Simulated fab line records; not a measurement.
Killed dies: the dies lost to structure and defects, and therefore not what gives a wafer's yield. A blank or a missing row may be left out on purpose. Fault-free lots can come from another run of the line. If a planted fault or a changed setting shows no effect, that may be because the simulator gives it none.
Code-filled problem report in 8D (eight disciplines) form | flow sky130 | the parts of the form that need people (team, actions taken, sign-off) are left out

## 1. WHAT IS WRONG
heater power total W at SKY_VT_ADJUST_NCORE_SOFTBAKE_03 reads a mean of 58.11 W on 6 wafers of 2 lots; wafers without a fault read 56.60 W with a standard deviation of 0.047. That is +32 standard deviations from the usual mean.
The step: time 60 s.
First seen on wafer L963.2, day 11 01:58, on litho track-01. The record holds 39 wafers of 13 lots with a number at this step. The rule behind "out" and "out of limits": a value lying over 4 standard deviations away from the usual mean. The rest of the wafers with a number are treated as sound.

## 2. WHAT IT IS AND WHAT IT IS NOT
question                    | is                                 | is not
which readings at this step | heater power total W, run length s | -
which lots                  | L963, L964                         | L954, L955, L957, L959, L960, L961, L962, L973, L974, L975, L976
which wafers of those lots  | all that have a number             | -
read on which tools         | litho track-01                     | litho track-03, litho track-04
when                        | from day 11 01:58                  | up to then (21 sound wafers); but 12 sound wafers of L973, L974, L975, L976 came after

## 3. WHAT RULES OUT EACH SUSPECT
Counting: a tool at a process step up to the reading stays a suspect if it ran every lot that is out and no sound lot after the first of them.
- litho track-01 at SKY_VT_ADJUST_NCORE_SOFTBAKE_03 (time 60 s): ruled out as a lasting fault. Sound lots L973, L974, L976 ran on it after its first lot that is out, L963 (day 11 01:58).
Left after counting: nothing in the record.

## 4. THE CAUSE (what the simulator had put in)
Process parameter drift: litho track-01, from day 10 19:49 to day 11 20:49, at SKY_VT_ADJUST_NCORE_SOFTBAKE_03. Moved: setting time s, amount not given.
Counting ruled it out, wrongly.

## 5. SEQUENCE OF EFFECTS, ordered by route
One row per reading whose mean, taken over the struck wafers that have a number, lies over 3 standard deviations from the usual. Readings are gone through only where the record gives a usual standard deviation; hours: the median, over the lots, of the time from a lot's start at the first step in this table giving one to that lot's start at this step; sigmas: the change measured in usual standard deviations.
hours | step                            | reading              | usual   | on struck wafers | change | sigmas
0     | SKY_VT_ADJUST_NCORE_SOFTBAKE_03 | heater power total W | 56.60 W | 58.11            | +1.51  | +32
0     | SKY_VT_ADJUST_NCORE_SOFTBAKE_03 | run length s         | 89.08 s | 84.54            | -4.54  | -28
Its process steps:
- SKY_VT_ADJUST_NCORE_SOFTBAKE_03: time 60 s.
Later measuring or inspecting steps at which every struck wafer that the step has a row for has a number for every such reading, and none has moved that far: SKY_VT_ADJUST_NCORE_CD_MEAS_07.

## 6. WHAT WOULD HAVE CAUGHT IT SOONER
The fault began at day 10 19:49; the first out-of-limits reading in this record came at day 11 01:58, 6 hours later.
